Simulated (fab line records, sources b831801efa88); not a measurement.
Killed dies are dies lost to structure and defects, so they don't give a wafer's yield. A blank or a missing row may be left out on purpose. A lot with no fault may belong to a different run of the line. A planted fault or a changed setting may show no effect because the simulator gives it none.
fab line records + flow gf180mcu
record:
- lots: 13
- wafers: 39
- last_day: 33
route steps=602 shown V1@360 V2@397 M3@419
lots untouched by any fault: they come from a run of this same line in which no faults occurred
start_h: the number of hours between the record's first day and the start of the first shown wafer of the lot + wait_h: time in hours since the lot's previous step + " as in the row above + L1.1+2: a row that stands for several wafers + - either no value or no given start + * or withheld: withheld + < > ~ a bound
route shown NAME@n: names a module that has steps shown in the file, with the first one's number in the route + usual: average and standard deviation across the fault-free wafers + same: alike in all rows + chamber/n: place in a boat + sites: per-site readings + _std_site: how widely they spread, as a standard deviation + _edge_site: outer sites' mean less inner sites' + radius_mm: for every site, how far away it sits from the centre of the wafer + mask NAME#n: copy n + behind: the tool/chamber that last shaped the wafer + hold: reason for holding the lot/hours on hold/outcome of the hold + device: transistor that didn't switch, given as n, p or np + end of line: at the end of the route, the tests of the same wafers + for a step that has no rows: nothing shown but its recipe + killed: dies that structure and defects cost at the first sort, which is not the same as the wafer's yield + map: shows each die of a wafer: x if killed, . if not, _ if none is there
set.NAME: the setting that was run; set.NAME@STEP: the one run at that earlier step + model.NAME: the simulator's own value behind a step, which no gauge read
a sample of lots followed through the steps of the route, with each step as a table and each wafer as a row
services: when a tool's chamber went out of use (start_h, in hours from the record's first day, below 0 if earlier), for how many hours, and the reason
== steps ==
step: GF_V1_THK_MEAS_25
recipe:
- thk_meas_gauge: xrf
- reads: W_of_V1_CVD_23
usual:
- V1_W_THK: 349/5.4
| lot.wafer | tool          | chamber | start_h | wait_h | V1_W_THK[nm] |
|-----------|---------------|---------|---------|--------|--------------|
| L987.1    | film_metro-01 | -       | 415.87  | 0.1    | 352          |
| L987.4    | "             | -       | "       | "      | 355          |
| L987.6    | "             | -       | "       | "      | 352          |
| L989.1    | film_metro-02 | -       | 430.67  | 0.1    | 341          |
| L989.3    | "             | -       | "       | "      | 346          |
| L989.6    | "             | -       | "       | "      | 345          |
| L991.3    | film_metro-02 | -       | 447.44  | 0.1    | 347          |
| L991.4    | "             | -       | "       | "      | 343          |
| L991.6    | "             | -       | "       | "      | 352          |
| L992.1    | film_metro-02 | -       | 461.63  | 0.1    | 340          |
| L992.4    | "             | -       | "       | "      | 339          |
| L992.6    | "             | -       | "       | "      | 343          |
| L994.3    | film_metro-03 | -       | 476.80  | 0.1    | 361          |
| L994.4    | "             | -       | "       | "      | 358          |
| L994.5    | "             | -       | "       | "      | 356          |
| L995.3    | film_metro-03 | -       | 488.70  | 0.1    | 352          |
| L995.5    | "             | -       | "       | "      | 350          |
| L995.6    | "             | -       | "       | "      | 348          |
| L997.2    | film_metro-02 | -       | 504.68  | 0.1    | 337          |
| L997.4    | "             | -       | "       | "      | 342          |
| L997.6    | "             | -       | "       | "      | 340          |
| L998.1    | film_metro-02 | -       | 514.27  | 0.1    | 344          |
| L998.2    | "             | -       | "       | "      | 344          |
| L998.3    | "             | -       | "       | "      | 346          |
| L100.1    | film_metro-03 | -       | 528.47  | 0.1    | 353          |
| L100.2    | "             | -       | "       | "      | 357          |
| L100.3    | "             | -       | "       | "      | 357          |
| L101.3    | film_metro-01 | -       | 538.06  | 0.1    | 350          |
| L101.4    | "             | -       | "       | "      | 351          |
| L101.5    | "             | -       | "       | "      | 349          |
| L102.3    | film_metro-02 | -       | 551.34  | 0.1    | 344          |
| L102.4    | "             | -       | "       | "      | 346          |
| L102.6    | "             | -       | "       | "      | 347          |
| L103.2    | film_metro-02 | -       | 554.48  | 0.1    | 342          |
| L103.5    | "             | -       | "       | "      | 346          |
| L103.6    | "             | -       | "       | "      | 343          |
| L104.1    | film_metro-01 | -       | 566.97  | 0.1    | 351          |
| L104.5    | "             | -       | "       | "      | 349          |
| L104.6    | "             | -       | "       | "      | 351          |
step: GF_V2_OVL_MEAS_15
usual:
- V2_OVL: -3/5.3
| lot.wafer | tool       | chamber | start_h | wait_h | V2_OVL[nm] |
|-----------|------------|---------|---------|--------|------------|
| L987.1    | overlay-02 | -       | 466.23  | 0.1    | 0          |
| L987.4    | "          | -       | "       | "      | 0          |
| L987.6    | "          | -       | "       | "      | 0          |
| L989.1    | overlay-01 | -       | 481.86  | 0.1    | 6          |
| L989.3    | "          | -       | "       | "      | 1          |
| L989.6    | "          | -       | "       | "      | 3          |
| L991.3    | overlay-02 | -       | 497.85  | 0.1    | -4         |
| L991.4    | "          | -       | "       | "      | -7         |
| L991.6    | "          | -       | "       | "      | -6         |
| L992.1    | overlay-01 | -       | 511.40  | 0.1    | -5         |
| L992.4    | "          | -       | "       | "      | 1          |
| L992.6    | "          | -       | "       | "      | 0          |
| L994.3    | overlay-02 | -       | 525.81  | 0.1    | -8         |
| L994.4    | "          | -       | "       | "      | 0          |
| L994.5    | "          | -       | "       | "      | -9         |
| L995.3    | overlay-02 | -       | 537.75  | 0.1    | -4         |
| L995.5    | "          | -       | "       | "      | -3         |
| L995.6    | "          | -       | "       | "      | -13        |
| L997.2    | overlay-02 | -       | 552.75  | 0.1    | -7         |
| L997.4    | "          | -       | "       | "      | 1          |
| L997.6    | "          | -       | "       | "      | 4          |
| L998.1    | overlay-01 | -       | 561.79  | 0.1    | 4          |
| L998.2    | "          | -       | "       | "      | -4         |
| L998.3    | "          | -       | "       | "      | 8          |
| L100.1    | overlay-02 | -       | 575.08  | 0.1    | -1         |
| L100.2    | "          | -       | "       | "      | 0          |
| L100.3    | "          | -       | "       | "      | 0          |
| L101.3    | overlay-01 | -       | 583.86  | 0.1    | 5          |
| L101.4    | "          | -       | "       | "      | -5         |
| L101.5    | "          | -       | "       | "      | 1          |
| L102.3    | overlay-01 | -       | 596.71  | 0.1    | -7         |
| L102.4    | "          | -       | "       | "      | 1          |
| L102.6    | "          | -       | "       | "      | -2         |
| L103.2    | overlay-01 | -       | 601.85  | 0.1    | -1         |
| L103.5    | "          | -       | "       | "      | 1          |
| L103.6    | "          | -       | "       | "      | 6          |
| L104.1    | overlay-01 | -       | 611.89  | 0.1    | -10        |
| L104.5    | "          | -       | "       | "      | -7         |
| L104.6    | "          | -       | "       | "      | -14        |
step: GF_M3_SOFTBAKE_10
recipe:
- temp_c: 130
- time_s: 60
- resist: KrF
usual:
- heater_power_total_W: 93.05/0.062
- run_length_s: 89.07/0.25
| lot.wafer | tool           | chamber | start_h | wait_h | heater_power_total_W | run_length_s |
|-----------|----------------|---------|---------|--------|----------------------|--------------|
| L987.1    | litho_track-04 | 0       | 479.51  | 0.1    | 92.91                | 89.01        |
| L987.4    | "              | 0       | "       | "      | 93.04                | 88.93        |
| L987.6    | "              | 0       | "       | "      | 93.07                | 89.25        |
| L989.1    | litho_track-04 | 0       | 495.70  | 0.1    | 93.02                | 89.22        |
| L989.3    | "              | 0       | "       | "      | 92.92                | 89.02        |
| L989.6    | "              | 0       | "       | "      | 93.04                | 88.98        |
| L991.3    | litho_track-02 | 0       | 511.26  | 0.1    | 93.09                | 88.79        |
| L991.4    | "              | 0       | "       | "      | 93.12                | 88.83        |
| L991.6    | "              | 0       | "       | "      | 93.03                | 88.97        |
| L992.1    | litho_track-04 | 0       | 524.30  | 0.1    | 93.14                | 88.90        |
| L992.4    | "              | 0       | "       | "      | 93.14                | 88.86        |
| L992.6    | "              | 0       | "       | "      | 93.00                | 89.21        |
| L994.3    | litho_track-02 | 0       | 538.41  | 0.1    | 93.09                | 88.82        |
| L994.4    | "              | 0       | "       | "      | 93.00                | 88.69        |
| L994.5    | "              | 0       | "       | "      | 93.06                | 88.80        |
| L995.3    | litho_track-04 | 0       | 550.25  | 0.1    | 93.07                | 89.17        |
| L995.5    | "              | 0       | "       | "      | 93.08                | 88.86        |
| L995.6    | "              | 0       | "       | "      | 93.11                | 89.19        |
| L997.2    | litho_track-02 | 0       | 565.28  | 0.1    | 93.02                | 88.73        |
| L997.4    | "              | 0       | "       | "      | 92.95                | 88.67        |
| L997.6    | "              | 0       | "       | "      | 93.10                | 88.85        |
| L998.1    | litho_track-04 | 0       | 574.10  | 0.1    | 93.05                | 89.06        |
| L998.2    | "              | 0       | "       | "      | 93.00                | 89.11        |
| L998.3    | "              | 0       | "       | "      | 93.06                | 89.01        |
| L100.1    | litho_track-03 | 0       | 587.42  | 0.1    | 93.04                | 89.32        |
| L100.2    | "              | 0       | "       | "      | 92.95                | 89.49        |
| L100.3    | "              | 0       | "       | "      | 93.03                | 89.33        |
| L101.3    | litho_track-04 | 0       | 595.95  | 0.1    | 92.97                | 89.07        |
| L101.4    | "              | 0       | "       | "      | 93.08                | 88.99        |
| L101.5    | "              | 0       | "       | "      | 93.08                | 89.26        |
| L102.3    | litho_track-04 | 0       | 608.85  | 0.1    | 99.53                | 77.60        |
| L102.4    | "              | 0       | "       | "      | 99.56                | 77.66        |
| L102.6    | "              | 0       | "       | "      | 99.71                | 77.63        |
| L103.2    | litho_track-04 | 0       | 613.83  | 0.1    | 99.58                | 77.85        |
| L103.5    | "              | 0       | "       | "      | 99.71                | 77.66        |
| L103.6    | "              | 0       | "       | "      | 99.65                | 77.69        |
| L104.1    | litho_track-03 | 0       | 624.17  | 0.1    | 93.17                | 89.34        |
| L104.5    | "              | 0       | "       | "      | 92.99                | 89.62        |
| L104.6    | "              | 0       | "       | "      | 93.03                | 89.33        |
step: GF_M3_CD_MEAS_14
recipe:
- target_cd_nm: 280
usual:
- cd_nm: 279.9/1.2
| lot.wafer | tool      | chamber | start_h | wait_h | cd_nm |
|-----------|-----------|---------|---------|--------|-------|
| L987.1    | cd_sem-02 | -       | 491.67  | 0.1    | 281.0 |
| L987.4    | "         | -       | "       | "      | 280.6 |
| L987.6    | "         | -       | "       | "      | 280.2 |
| L989.1    | cd_sem-01 | -       | 507.40  | 0.1    | 279.1 |
| L989.3    | "         | -       | "       | "      | 280.0 |
| L989.6    | "         | -       | "       | "      | 279.9 |
| L991.3    | cd_sem-02 | -       | 522.85  | 0.1    | 280.2 |
| L991.4    | "         | -       | "       | "      | 279.4 |
| L991.6    | "         | -       | "       | "      | 280.1 |
| L992.1    | cd_sem-01 | -       | 536.07  | 0.1    | 278.7 |
| L992.4    | "         | -       | "       | "      | 278.8 |
| L992.6    | "         | -       | "       | "      | 280.4 |
| L994.3    | cd_sem-02 | -       | 549.19  | 0.1    | 280.2 |
| L994.4    | "         | -       | "       | "      | 279.8 |
| L994.5    | "         | -       | "       | "      | 279.9 |
| L995.3    | cd_sem-01 | -       | 561.40  | 0.1    | 278.0 |
| L995.5    | "         | -       | "       | "      | 278.9 |
| L995.6    | "         | -       | "       | "      | 279.0 |
| L997.2    | cd_sem-02 | -       | 576.19  | 0.1    | 279.9 |
| L997.4    | "         | -       | "       | "      | 279.7 |
| L997.6    | "         | -       | "       | "      | 279.5 |
| L998.1    | cd_sem-02 | -       | 584.60  | 0.1    | 280.7 |
| L998.2    | "         | -       | "       | "      | 281.3 |
| L998.3    | "         | -       | "       | "      | 280.2 |
| L100.1    | cd_sem-02 | -       | 597.95  | 0.2    | 279.9 |
| L100.2    | "         | -       | "       | "      | 280.6 |
| L100.3    | "         | -       | "       | "      | 281.7 |
| L101.3    | cd_sem-01 | -       | 606.40  | 0.1    | 278.7 |
| L101.4    | "         | -       | "       | "      | 280.7 |
| L101.5    | "         | -       | "       | "      | 277.3 |
| L102.3    | cd_sem-02 | -       | 619.14  | 0.1    | 284.3 |
| L102.4    | "         | -       | "       | "      | 285.1 |
| L102.6    | "         | -       | "       | "      | 284.7 |
| L103.2    | cd_sem-02 | -       | 624.62  | 0.1    | 283.0 |
| L103.5    | "         | -       | "       | "      | 284.5 |
| L103.6    | "         | -       | "       | "      | 283.9 |
| L104.1    | cd_sem-02 | -       | 634.56  | 0.1    | 278.7 |
| L104.5    | "         | -       | "       | "      | 278.0 |
| L104.6    | "         | -       | "       | "      | 278.5 |
step: GF_M3_STRIP_17
recipe:
- chemistry: O2/N2
- power_w: 1400
- pressure_mtorr: 1500
- platen_temp_c: 250
- o2_flow_sccm: 3000
- n2_flow_sccm: 300
- overash_fraction: 0.5
usual:
- drypump_motor_current_A: 5.8/0.66
- heater_power_w: 296/18
- oes_product_au: 0.538/0.0052
- strip_time_to_endpoint_s: 7.39/0.053
| lot.wafer | tool            | chamber | start_h | wait_h | drypump_motor_current_A | heater_power_w | oes_product_au | rf_hours_counter_h | strip_time_to_endpoint_s |
|-----------|-----------------|---------|---------|--------|-------------------------|----------------|----------------|--------------------|--------------------------|
| L987.1    | plasma_asher-02 | 1       | 491.96  | 0.1    | 6.6                     | 268            | 0.531          | 39                 | 7.31                     |
| L987.4    | "               | 1       | "       | "      | 6.6                     | 263            | 0.538          | -                  | 7.43                     |
| L987.6    | "               | 1       | "       | "      | 6.6                     | 265            | 0.532          | -                  | 7.35                     |
| L989.1    | plasma_asher-02 | 1       | 507.69  | 0.1    | 6.6                     | 268            | 0.538          | 40                 | 7.43                     |
| L989.3    | "               | 0       | "       | "      | 4.8                     | 306            | 0.548          | -                  | 7.46                     |
| L989.6    | "               | 1       | "       | "      | 6.6                     | 261            | 0.536          | -                  | 7.50                     |
| L991.3    | plasma_asher-03 | 0       | 523.25  | 0.2    | 6.1                     | 281            | 0.535          | -                  | 7.37                     |
| L991.4    | "               | 1       | "       | "      | 5.8                     | 315            | 0.543          | -                  | 7.38                     |
| L991.6    | "               | 1       | "       | "      | 5.7                     | 311            | 0.522          | -                  | 7.33                     |
| L992.1    | plasma_asher-01 | 1       | 536.36  | 0.1    | 4.9                     | 293            | 0.530          | 10                 | 7.30                     |
| L992.4    | "               | 0       | "       | "      | 6.3                     | 318            | 0.533          | -                  | 7.27                     |
| L992.6    | "               | 1       | "       | "      | 4.9                     | 290            | 0.536          | -                  | 7.31                     |
| L994.3    | plasma_asher-01 | 1       | 549.60  | 0.2    | 4.9                     | 293            | 0.537          | -                  | 7.38                     |
| L994.4    | "               | 0       | "       | "      | 6.4                     | 316            | 0.530          | -                  | 7.40                     |
| L994.5    | "               | 0       | "       | "      | 6.3                     | 321            | 0.537          | -                  | 7.43                     |
| L995.3    | plasma_asher-02 | 1       | 561.80  | 0.2    | 6.6                     | 265            | 0.543          | -                  | 7.38                     |
| L995.5    | "               | 0       | "       | "      | 4.8                     | 313            | 0.544          | -                  | 7.41                     |
| L995.6    | "               | 1       | "       | "      | 6.5                     | 264            | 0.527          | -                  | 7.37                     |
| L997.2    | plasma_asher-01 | 0       | 576.46  | 0.1    | 6.4                     | 316            | 0.546          | 15                 | 7.46                     |
| L997.4    | "               | 1       | "       | "      | 4.9                     | 291            | 0.546          | -                  | 7.46                     |
| L997.6    | "               | 0       | "       | "      | 6.3                     | 317            | 0.531          | -                  | 7.44                     |
| L998.1    | plasma_asher-02 | 1       | 584.89  | 0.1    | 6.6                     | 268            | 0.537          | 49                 | 7.39                     |
| L998.2    | "               | 0       | "       | "      | 4.8                     | 309            | 0.533          | 49                 | 7.33                     |
| L998.3    | "               | 0       | "       | "      | 4.8                     | 308            | 0.535          | -                  | 7.31                     |
| L100.1    | plasma_asher-02 | 0       | 598.23  | 0.1    | 4.8                     | 305            | 0.536          | 51                 | 7.43                     |
| L100.2    | "               | 1       | "       | "      | 6.6                     | 264            | 0.545          | 51                 | 7.51                     |
| L100.3    | "               | 1       | "       | "      | 6.6                     | 271            | 0.542          | -                  | 7.44                     |
| L101.3    | plasma_asher-03 | 1       | 606.67  | 0.1    | 5.7                     | 316            | 0.541          | -                  | 7.39                     |
| L101.4    | "               | 0       | "       | "      | 6.1                     | 292            | 0.536          | -                  | 7.40                     |
| L101.5    | "               | 1       | "       | "      | 5.7                     | 306            | 0.543          | -                  | 7.39                     |
| L102.3    | plasma_asher-02 | 1       | 619.42  | 0.1    | 6.5                     | 266            | 0.537          | -                  | 7.32                     |
| L102.4    | "               | 0       | "       | "      | 4.8                     | 308            | 0.526          | -                  | 7.29                     |
| L102.6    | "               | 1       | "       | "      | 6.6                     | 261            | 0.537          | -                  | 7.29                     |
| L103.2    | plasma_asher-03 | 0       | 624.89  | 0.1    | 6.1                     | 284            | 0.539          | 81                 | 7.40                     |
| L103.5    | "               | 0       | "       | "      | 6.1                     | 286            | 0.530          | -                  | 7.38                     |
| L103.6    | "               | 1       | "       | "      | 5.7                     | 317            | 0.543          | -                  | 7.42                     |
| L104.1    | plasma_asher-01 | 0       | 634.84  | 0.1    | 6.3                     | 318            | 0.534          | 22                 | 7.41                     |
| L104.5    | "               | 0       | "       | "      | 6.3                     | 315            | 0.538          | -                  | 7.39                     |
| L104.6    | "               | 1       | "       | "      | 4.9                     | 293            | 0.537          | -                  | 7.43                     |
== services ==
| tool            | chamber | start_h | hours | kind   |
|-----------------|---------|---------|-------|--------|
| plasma_asher-03 | -       | 577.23  | 17.1  | repair |
== key ==
first_sign:
- step: GF_M3_SOFTBAKE_10
- reading: heater_power_total_W
- direction: up
- sigmas: 99+
- usual: 93.05
- struck: 99.62
effect:
- step: GF_M3_SOFTBAKE_10
- reading: run_length_s
- direction: down
- sigmas: 46
- usual: *
- struck: *
effect:
- step: GF_M3_CD_MEAS_14
- reading: cd_nm
- direction: up
- sigmas: 3.6
- usual: 279.9
- struck: 284.2
met_at GF_M3_SOFTBAKE_10
struck_lots L102,L103
not_acting_at GF_V1_THK_MEAS_25,GF_V2_OVL_MEAS_15,GF_M3_STRIP_17
onset_between 595.95 608.85
fault:
- kind: process_parameter_drift
- tool: litho_track-04
- chamber: -
- onset_h: 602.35
- steps: GF_M3_SOFTBAKE_10
- channel: time_s
- offset: *
- shape: step
- end_h: 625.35
- acts_in: *
- stated: *
